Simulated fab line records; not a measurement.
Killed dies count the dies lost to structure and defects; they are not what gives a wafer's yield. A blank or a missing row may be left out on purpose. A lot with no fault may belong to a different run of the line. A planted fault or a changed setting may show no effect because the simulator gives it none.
Which of the tools did it? ; flow sfq_line ; 21 wafers from 7 lots sampled at 5 of the route's 325 steps

WHAT EACH GAUGE READ, for each wafer
SFQ_I2_OVL_MEAS_918.
lot;measured;on;I2_OVL (nm)
L840;day 43 16:58;overlay-01;10 12 7
L844;day 45 11:52;overlay-01;10 4 3
L851;day 47 22:35;overlay-01;3 -3 2
L854;day 48 10:43;overlay-01;5 -1 -1
L858;day 51 06:02;overlay-01;-12 -7 -2
L860;day 51 19:14;overlay-02;0 2 -6
L862;day 52 12:10;overlay-02;0 -6 0

TOOL THAT RAN EACH LOT (tool first, then ch and the chambers of the sampled wafers, then the start)
lot;SFQ_TRILAYER_I1_DEP_PECVD_045;SFQ_TRILAYER_I1_CMP_CMP_046;SFQ_TRILAYER_I1_VIA_BARC_OPEN_VIA_ETCH_071;SFQ_TRILAYER_I1_VIA_STRIP_STRIP_053
L840;pecvd-01 ch 0,1,2, day 24 12:52;cmp-02 ch 0,1,3, day 24 14:27;rie_diel-03 ch 0,1, day 31 07:58;rie_metal-03 ch 0,1, day 31 08:07
L844;pecvd-02 ch 0,1,2, day 27 00:36;cmp-01 ch 0,1,3, day 27 00:41;rie_diel-01 ch 0,1,2, day 33 18:02;rie_metal-04 ch 0, day 33 18:11
L851;pecvd-01 ch 0,2, day 29 17:05;cmp-02 ch 0,1,3, day 29 17:40;rie_diel-02 ch 1,3, day 36 11:19;rie_metal-03 ch 0,1, day 36 11:28
L854;pecvd-01 ch 0,1, day 30 08:48;cmp-02 ch 0,1,3, day 30 11:17;rie_diel-02 ch 1,3, day 37 00:31;rie_metal-01 ch 0,1, day 37 00:40
L858;pecvd-04 ch 0,2, day 33 00:43;cmp-01 ch 1,2, day 33 01:42;rie_diel-02 ch 0,2,3, day 39 07:18;rie_metal-03 ch 0,1, day 39 07:27
L860;pecvd-01 ch 0,2, day 33 23:47;cmp-02 ch 0,3, day 34 05:23;rie_diel-02 ch 1,2, day 40 00:54;rie_metal-01 ch 0,1, day 40 01:03
L862;pecvd-04 ch 0,1,2, day 34 13:11;cmp-02 ch 0,2,3, day 34 21:23;rie_diel-03 ch 0,2,3, day 40 13:01;rie_metal-03 ch 0,1, day 40 13:11
- SFQ_TRILAYER_I1_DEP_PECVD_045: deposits SiO2 from SiH4/N2O, time 111.11 s, target thk 500 nm.
- SFQ_TRILAYER_I1_CMP_CMP_046: polishes SiO2.
- SFQ_TRILAYER_I1_VIA_BARC_OPEN_VIA_ETCH_071: etches BARC in O2, target depth 125 nm, time 41.7 s.
- SFQ_TRILAYER_I1_VIA_STRIP_STRIP_053: strips in O2.

THE ANSWER, worked out from the rows above alone
Rule: the usual values come from the lots themselves. The widest of any qualifying gaps counts: lots, ordered by their means at a reading, are off when they make up no more than a third of the lots, leave a main group of 4 or more, and stand apart from it by 3 or more times the standard deviation of that group's means. If all means in a main group match to the digits the tables above print for the reading, that group is not used. Also off: a lot with no number at a reading for which 4 or more lots have one. The other lots that the step has rows for count as sound.
None of the lots is off at any reading shown; this tells nothing.

WHAT HAD BEEN PUT IN BY THE SIMULATOR
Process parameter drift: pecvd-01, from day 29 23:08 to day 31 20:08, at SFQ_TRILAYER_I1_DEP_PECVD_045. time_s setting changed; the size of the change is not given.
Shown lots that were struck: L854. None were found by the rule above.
